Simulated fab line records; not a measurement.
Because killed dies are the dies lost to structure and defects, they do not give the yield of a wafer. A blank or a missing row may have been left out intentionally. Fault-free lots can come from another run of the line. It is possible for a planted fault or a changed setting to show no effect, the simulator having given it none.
Comparing a struck lot with a sound one | flow sky130 | 15 out of 708 route steps
Sound: wafers L335.2, L335.5, L335.6. Struck: wafers L324.1, L324.2, L324.4. The cause comes at the end.
Order at every step that has rows: each side's tool, ch and its chambers, its first start. Under that, the readings that differ: sound wafers | struck wafers | difference of the means | sigmas: that difference in standard deviations of wafers without a fault.
alike: words and numbers the same on both sides, and readings whose means are apart by under 2 such deviations; not compared: readings that were withheld, readings missing a value for some wafer, numbers with overlapping values and no deviation given by the record, and bounds like >300 which may hide the same value.
A row with sigmas, a row that says differs or no value, or rows on one side alone: a step with any of these is where the two part. Numbers that have no deviation but don't overlap get no sigmas and don't part them. A reading that every wafer of one side lacks parts them only if that side has two wafers or more.

first, 6 steps without rows for these wafers: SKY_GATE_OXIDE_HMDS_04 (prime time 60 s); SKY_GATE_OXIDE_COAT_05 (resist thk 1140 nm); SKY_GATE_OXIDE_SOFTBAKE_06 (time 60 s); SKY_GATE_OXIDE_EXPOSE_07 (exposes mask LVOM, target cd 600 nm); SKY_GATE_OXIDE_PEB_08; SKY_GATE_OXIDE_DEVELOP_09 (develop time 60 s).
SKY_GATE_OXIDE_OVL_MEAS_10:
  sound: overlay-02 at day 20 19:19; struck: overlay-02 at day 15 15:28
  alike: GATE_OXIDE_OVL
then, 2 steps without rows for these wafers: SKY_GATE_OXIDE_IMPLANT_11; SKY_GATE_OXIDE_WET_ETCH_12 (etches SiO2 in dHF, target depth 16.8 nm, time 336 s).
SKY_GATE_OXIDE_STRIP_13: strips in O2/N2.
  sound on plasma asher-03 ch 0,1, day 20 19:37; struck on plasma asher-04 ch 0,1, day 15 15:45
  alike: drypump motor current A, oes product au, strip time to endpoint s
  not compared: rf hours counter h
SKY_GATE_OXIDE_TW_MEAS_14:
  sound: film metro-01 at day 20 19:43; struck: film metro-04 at day 15 15:51
  alike: GATE_OXIDE_TW
then, 1 step without rows for these wafers: SKY_GATE_OXIDE_CLEAN_15 (cleans in SC1/SC2, time 150 s).
-- the record jumps here: 5 days lie between the struck wafers' starts before and after --
SKY_GATE_OXIDE_OXIDATION_16: stabilise 600 s, purge 300 s, target thk 3.57 nm.
  sound on furnace-01 ch 0, day 20 19:49; struck on furnace-01 ch 0, day 20 17:02
  alike: ramp down c per min, tube center temp C, zone power centre pct
then, 1 step without rows for these wafers: SKY_POLY_GATE_CVD_00 (deposits poly-Si, target thk 180 nm, time 720 s).
-- here the record skips 31 days between the struck wafers' starts before and after, leaving off in module POLY_GATE and picking up in module PAD_OPEN (first step shown: number 708 of the route) --
SKY_PAD_OPEN_PROBE_99:
  sound: prober-01 at day 50 08:28; struck: prober-02 at day 51 21:08
  reading                                    | sound                | struck               | difference | sigmas
  killed at other                            | 0 0 0                | 2 2 0                | +1         | +2
  model.etest.cap thin oxide.gate bv v (V)   | 6.987 6.872 6.94     | 6.229 6.333 6.418    | -0.606     |
  model.etest.cap thin oxide.tox acc nm (nm) | 4.386 4.289 4.32     | 4.137 4.166 4.148    | -0.181     |
  model.etest.pfet_01v8.tox inv nm (nm)      | 4.454 4.355 4.341    | 4.17 4.222 4.212     | -0.18      |
  model.etest.nfet_01v8.tox inv nm (nm)      | 4.399 4.299 4.345    | 4.181 4.217 4.195    | -0.150     |
  model.etest.nfet_01v8.vt long v (V)        | 0.541 0.5346 0.5382  | 0.5225 0.5322 0.5287 | -0.0101    |
  model.etest.nfet_01v8_turned.vt v (V)      | 0.7049 0.6941 0.6926 | 0.6801 0.6923 0.6884 | -0.0103    |
  alike: killed_at_M0_to_M3, killed_at_M4_up, killed at contacts, killed at front end, killed dies, killed open, killed short

## WHERE THEY PART
Only at SKY_PAD_OPEN_PROBE_99, within this record.

WHY: the cause the simulator had injected
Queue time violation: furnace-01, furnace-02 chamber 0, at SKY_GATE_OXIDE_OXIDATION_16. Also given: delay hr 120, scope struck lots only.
